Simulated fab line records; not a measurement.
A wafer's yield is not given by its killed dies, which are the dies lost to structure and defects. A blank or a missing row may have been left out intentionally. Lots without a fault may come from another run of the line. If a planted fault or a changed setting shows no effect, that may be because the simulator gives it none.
Which of the tools did it? | flow gf180mcu | 13 lots with 39 wafers sampled at 6 steps, on a route of 602 steps

== WHAT EACH GAUGE READ, for each wafer ==
GF_VT_IMPLANT_RS_MEAS_48: measurement is done with a four-point probe.
lot  | measured     | on            | LVPWELL_RS (ohm/sq)
L453 | day 7 15:34  | film_metro-04 | 1199 1201 1200
L455 | day 8 10:31  | film_metro-01 | 1196 1199 1201
L457 | day 9 05:03  | film_metro-01 | 1195 1197 1196
L458 | day 9 16:17  | film_metro-04 | 1199 1200 1194
L460 | day 9 18:26  | film_metro-04 | 1200 1199 1197
L459 | day 9 19:57  | film_metro-04 | 1171 1168 1173 1171 1168 1170
L461 | day 10 03:00 | film_metro-04 | 1170 1171 1171 1168 1168 1169
L463 | day 10 14:24 | film_metro-04 | 1189 1192 1190
L472 | day 13 03:10 | film_metro-01 | 1198 1195 1195
L473 | day 13 06:05 | film_metro-01 | 1194 1194 1197
L474 | day 13 15:06 | film_metro-04 | 1196 1199 1201
L475 | day 14 00:09 | film_metro-01 | 1195 1193 1192
L476 | day 14 02:41 | film_metro-01 | 1197 1204 1199

GF_VT_IMPLANT_RS_MEAS_49: measurement is done with a four-point probe.
lot  | measured     | on            | MVPSD_RS (ohm/sq)
L453 | day 7 15:41  | film_metro-04 | 1169 1169 1173
L455 | day 8 10:38  | film_metro-01 | 1169 1165 1164
L457 | day 9 05:10  | film_metro-01 | 1170 1169 1166
L458 | day 9 16:24  | film_metro-04 | 1171 1165 1167
L460 | day 9 18:34  | film_metro-04 | 1167 1170 1166
L459 | day 9 21:53  | film_metro-04 | 1171 1169 1174
L461 | day 10 04:27 | film_metro-04 | 1163 1168 1167
L463 | day 10 14:31 | film_metro-04 | 1171 1168 1169
L472 | day 13 03:17 | film_metro-01 | 1173 1169 1171
L473 | day 13 06:12 | film_metro-01 | 1170 1167 1170
L474 | day 13 15:13 | film_metro-04 | 1164 1163 1161
L475 | day 14 00:16 | film_metro-01 | 1165 1165 1165
L476 | day 14 02:48 | film_metro-01 | 1169 1170 1171

GF_HV_LDD_CD_MEAS_31 targets a cd of 400 nm.
lot  | measured     | on        | cd_nm (nm)
L453 | day 11 19:09 | cd_sem-01 | 400.7 400.7 399.7
L455 | day 12 12:31 | cd_sem-02 | 398.6 401.3 401.3
L457 | day 13 11:11 | cd_sem-01 | 400.0 400.3 403.1
L458 | day 13 23:06 | cd_sem-02 | 400.5 399.6 400.7
L460 | day 14 04:14 | cd_sem-01 | 398.9 395.9 397.5
L459 | day 14 06:39 | cd_sem-02 | 401.8 402.2 403.6
L461 | day 14 14:31 | cd_sem-02 | 402.4 401.2 403.7
L463 | day 15 01:00 | cd_sem-01 | 401.1 400.9 400.7
L472 | day 18 06:41 | cd_sem-01 | 400.6 400.9 400.2
L473 | day 18 09:10 | cd_sem-01 | 398.0 398.0 398.5
L474 | day 18 15:56 | cd_sem-02 | 401.7 400.3 399.3
L475 | day 19 11:07 | cd_sem-02 | 402.0 403.6 403.9
L476 | day 19 09:49 | cd_sem-02 | 397.8 401.4 399.3

GF_HV_LDD_RS_MEAS_53: measurement is done with a four-point probe.
lot  | measured     | on            | HV_LDD_RS (ohm/sq)
L453 | day 12 16:11 | film_metro-04 | 418.9 419.9 419.3
L455 | day 13 09:55 | film_metro-02 | 419.4 419.5 420.4
L457 | day 14 08:28 | film_metro-04 | 419.1 418.9 418.8
L458 | day 14 21:01 | film_metro-02 | 419.9 420.3 418.7
L460 | day 15 02:13 | film_metro-02 | 418.8 419.3 419.4
L459 | day 15 05:56 | film_metro-02 | 420.8 418.2 419.4
L461 | day 15 12:26 | film_metro-04 | 416.9 418.1 417.7
L463 | day 15 23:54 | film_metro-02 | 421.0 420.4 420.5
L472 | day 19 08:02 | film_metro-04 | 419.4 418.6 418.7
L473 | day 19 10:41 | film_metro-01 | 419.9 419.1 417.5
L474 | day 19 18:17 | film_metro-02 | 418.4 419.1 418.7
L475 | day 20 13:13 | film_metro-02 | 420.3 420.0 420.4
L476 | day 20 11:38 | film_metro-01 | 420.8 419.5 420.2

GF_PSD_OVL_MEAS_08.
lot  | measured     | on         | PSD_OVL (nm)
L453 | day 14 11:29 | overlay-01 | -0.3 -1.5 -0.4
L455 | day 15 07:15 | overlay-02 | 0.5 -1.5 0.1
L457 | day 16 07:20 | overlay-01 | -0.8 -2.0 -0.1
L458 | day 16 20:39 | overlay-02 | -1.0 -3.3 -0.4
L460 | day 17 01:37 | overlay-01 | 2.6 -1.1 -0.2
L459 | day 17 05:41 | overlay-01 | 2.5 2.5 -0.9
L461 | day 17 12:23 | overlay-02 | -0.4 -0.1 -0.4
L463 | day 18 00:47 | overlay-02 | -2.9 -2.5 -3.6
L472 | day 21 14:57 | overlay-02 | -2.0 -2.6 -2.4
L473 | day 21 15:54 | overlay-02 | -1.6 -0.9 1.1
L474 | day 21 21:50 | overlay-01 | -0.7 -0.7 0.7
L475 | day 22 16:56 | overlay-02 | -2.0 -2.6 -1.6
L476 | day 22 15:15 | overlay-02 | 1.5 1.1 -0.3

== EACH LOT AND THE TOOL THAT RAN IT (in order: tool; ch and the chambers of the sampled wafers; start) ==
lot  | GF_LVPWELL_IMPLANT_09
L453 | implanter-03 ch 0, day 3 20:52
L455 | implanter-04 ch 0, day 4 11:26
L457 | implanter-03 ch 0, day 5 03:04
L458 | implanter-03 ch 0, day 5 11:35
L460 | implanter-04 ch 0, day 5 16:01
L459 | implanter-03 ch 0, day 5 16:19
L461 | implanter-03 ch 0, day 5 22:07
L463 | implanter-04 ch 0, day 6 07:42
L472 | implanter-04 ch 0, day 8 09:54
L473 | implanter-02 ch 0, day 8 14:26
L474 | implanter-02 ch 0, day 8 21:07
L475 | implanter-04 ch 0, day 9 04:22
L476 | implanter-02 ch 0, day 9 07:27
- GF_LVPWELL_IMPLANT_09

== WHAT THE TOOLS THEMSELVES READ (means of the sampled wafers that have a number; where no wafer has one, the mark that the record gives instead) ==
GF_LVPWELL_IMPLANT_09.
lot  | tool         | dose_ions_cm2 | faraday_current_uA
L453 | implanter-03 | 5e+12         | 28.4
L455 | implanter-04 | 5e+12         | 28.4
L457 | implanter-03 | 5e+12         | 27.7
L458 | implanter-03 | 5e+12         | 28.4
L460 | implanter-04 | 5e+12         | 28.1
L459 | implanter-03 | 6e+12         | 31.8
L461 | implanter-03 | 6e+12         | 32.8
L463 | implanter-04 | 5e+12         | 28.1
L472 | implanter-04 | 5e+12         | 28.0
L473 | implanter-02 | 5e+12         | 28.0
L474 | implanter-02 | 5e+12         | 28.0
L475 | implanter-04 | 5e+12         | 28.3
L476 | implanter-02 | 5e+12         | 28.3

== THE ANSWER, worked out from the rows above alone ==
Rule: usual is defined by the lots themselves. Put in order of their means at a reading, lots are off if they are a third of the lots or fewer, leave a main group of 4 or more, and stand apart from it by a gap of 3 or more times the standard deviation of the main group's means; of several such gaps the widest counts. If all means in a main group match to the digits the tables above print for the reading, that group is not used. Also off: a lot with no number at a reading for which 4 or more lots have one. All remaining lots with rows at the step are treated as sound. The gauges are gone through in route order, then the tools' own readings, and for those a lot's mean is taken as printed above. The first step at which some lot is off is used, and at that step the reading that is off furthest; a lot without a number counts as furthest.
Off: L459, L461, at GF_VT_IMPLANT_RS_MEAS_48 (LVPWELL_RS). Main group: mean 1197 ohm/sq, sd 2.9.
A tool fits if, at a process step before that reading, it ran every lot that is off, and no sound lot after the first of them. The gauges at GF_VT_IMPLANT_RS_MEAS_48 aren't tried: what is off there is off at GF_LVPWELL_IMPLANT_09 too, on other tools, and a gauge's error can't cause that. One candidate fits, namely implanter-03 at GF_LVPWELL_IMPLANT_09. Its last sound lot is L458 (day 5 11:35), its first lot that is off L459 (day 5 16:19): a fault that began between those two fits.
The tool's own readings at GF_LVPWELL_IMPLANT_09 bear it out: on the lots that are off they differ by more than 5 times the standard deviation of the sound lots' means. dose_ions_cm2 reads 6e+12 there against 5e+12 on the sound lots; faraday_current_uA reads 32.3 there against 28.2 on the sound lots.

== WHAT WAS PUT IN BY THE SIMULATOR ==
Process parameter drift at GF_LVPWELL_IMPLANT_09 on implanter-03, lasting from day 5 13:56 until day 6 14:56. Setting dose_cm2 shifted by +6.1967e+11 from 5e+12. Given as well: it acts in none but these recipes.
Shown lots that were struck: L459, L461. The rule above found the same.
